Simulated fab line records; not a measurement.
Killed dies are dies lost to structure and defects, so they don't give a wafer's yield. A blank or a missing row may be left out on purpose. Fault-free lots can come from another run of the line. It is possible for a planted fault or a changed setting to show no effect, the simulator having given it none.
A struck lot beside a sound one || flow sky130 || 16 steps out of a route of 708
Sound: the wafers L417.1, L417.3, L417.4. Wafers struck: L427.1, L427.3, L427.5. At the end, the cause is stated.
At each step with rows: each side's tool, then ch and its chambers, then its first start. Under that, the readings that differ: sound wafers || struck wafers || difference of the means || sigmas: that difference in standard deviations of wafers without a fault.
alike: a reading whose means differ by less than 2 such deviations, as well as words and numbers matching on both sides. not compared: withheld readings; readings where some wafer has no value; bounds like >300 that might hide an equal value; numbers whose values overlap and for which the record gives no deviation.
The two part at a step that has a row with sigmas, a row that says differs or no value, or rows on one side only. When numbers do not overlap yet have no deviation, they are printed without sigmas and do not part them. A reading that every wafer of one side lacks parts them only if that side has two wafers or more.

SKY_VT_ADJUST_LVTN_OVL_MEAS_07:
  sound on overlay-01 at day 7 20:19; struck on overlay-02 at day 10 15:19
  alike: VT_ADJUST_LVTN_OVL
following that, these wafers have no rows for 1 step: SKY_VT_ADJUST_LVTN_IMPLANT_08.
SKY_VT_ADJUST_LVTN_STRIP_09: strips in O2/N2.
  sound on plasma-asher-04 ch 0,1, day 7 20:30; struck on plasma-asher-02 ch 1, day 10 15:31
  alike: drypump-motor-current-A, oes-product-au, strip-time-to-endpoint-s
  not compared: rf-hours-counter-h
SKY_VT_ADJUST_LVTN_TW_MEAS_10:
  sound on film-metro-01 at day 7 20:36; struck on film-metro-02 at day 10 15:37
{"reading": "VT_ADJUST_LVTN_TW", "sound": "244.6 244.4 245.6", "struck": "241.0 240.9 240.8", "difference": -4.0, "sigmas": -2}
then, 7 steps without rows for these wafers: SKY_VT_ADJUST_LVTN_DEHYDRATE_11 (time 60 s); SKY_VT_ADJUST_LVTN_HMDS_12 (prime time 60 s); SKY_VT_ADJUST_LVTN_COAT_13 (resist thk 1140 nm); SKY_VT_ADJUST_LVTN_SOFTBAKE_14 (time 60 s); SKY_VT_ADJUST_LVTN_EXPOSE_15 (exposes mask HVN STD DERIVED, target cd 600 nm); SKY_VT_ADJUST_LVTN_PEB_16; SKY_VT_ADJUST_LVTN_DEVELOP_17 (develop time 60 s).
SKY_VT_ADJUST_LVTN_OVL_MEAS_18:
  sound on overlay-02 at day 8 16:38; struck on overlay-01 at day 11 15:31
  alike: VT_ADJUST_LVTN_01_OVL
SKY_VT_ADJUST_LVTN_IMPLANT_19:
  sound on implanter-01 ch 0, day 8 16:40; struck on implanter-01 ch 0, day 11 15:34
{"reading": "dose-ions-cm2", "sound": "6.513e+11 6.496e+11 6.504e+11", "struck": "4.772e+11 4.775e+11 4.779e+11", "difference": -1.729e+11, "sigmas": "-99 or more"}
{"reading": "faraday-current-uA", "sound": "3.85 3.56 3.62", "struck": "2.70 2.77 2.68", "difference": -0.96, "sigmas": -12}
  alike: beam-on-s
SKY_VT_ADJUST_LVTN_STRIP_20: strips in O2/N2.
  sound on plasma-asher-04 ch 0,1, day 8 16:49; struck on plasma-asher-04 ch 0,1, day 11 15:43
  alike: drypump-motor-current-A, oes-product-au, strip-time-to-endpoint-s
  not compared: rf-hours-counter-h
SKY_VT_ADJUST_LVTN_TW_MEAS_21:
  sound on film-metro-02 at day 8 16:55; struck on film-metro-01 at day 11 16:02
{"reading": "VT_ADJUST_LVTN_2_TW", "sound": "186.4 186.6 186.1", "struck": "173.1 173.1 172.9", "difference": -13.3, "sigmas": -11}
  not compared: hold
-- record jumps: 38 days separate the struck wafers' starts on either side; left off in module VT_ADJUST_LVTN, taken up again in module PAD_OPEN, whose first shown step is the route's number 708 --
SKY_PAD_OPEN_PROBE_99:
  sound on prober-01 at day 46 18:28; struck on prober-01 at day 49 09:05
{"reading": "model.etest.res-pwell-under-gate.rs-ohm-sq", "sound": "2320 2334 2329", "struck": "2300 2282 2302", "difference": -33, "sigmas": ""}
{"reading": "model.etest.nfet-g5v0d10v5.body-rise-v (V)", "sound": "0.6913 0.6913 0.689", "struck": "0.662 0.6574 0.6619", "difference": -0.030, "sigmas": ""}
{"reading": "model.etest.nfet_16v.body-rise-v (V)", "sound": "0.6885 0.6884 0.6851", "struck": "0.6552 0.6562 0.6588", "difference": -0.0306, "sigmas": ""}
  alike: killed_at_M0_to_M3, killed_at_M4_up, killed-at-contacts, killed-at-front-end, killed-at-other, killed-dies, killed-on-rim, killed-open, killed-short
  not compared: model.etest.nfet-g5v0d10v5.vt-sat-v, model.etest.nfet-g5v0d10v5.vt-v

== WHERE THEY PART ==
Earliest at SKY_VT_ADJUST_LVTN_TW_MEAS_10; latest, in this record, at SKY_VT_ADJUST_LVTN_TW_MEAS_21. Later steps at which nothing parts them and some readings are alike: SKY_PAD_OPEN_PROBE_99.

WHY: what had been put in by the simulator
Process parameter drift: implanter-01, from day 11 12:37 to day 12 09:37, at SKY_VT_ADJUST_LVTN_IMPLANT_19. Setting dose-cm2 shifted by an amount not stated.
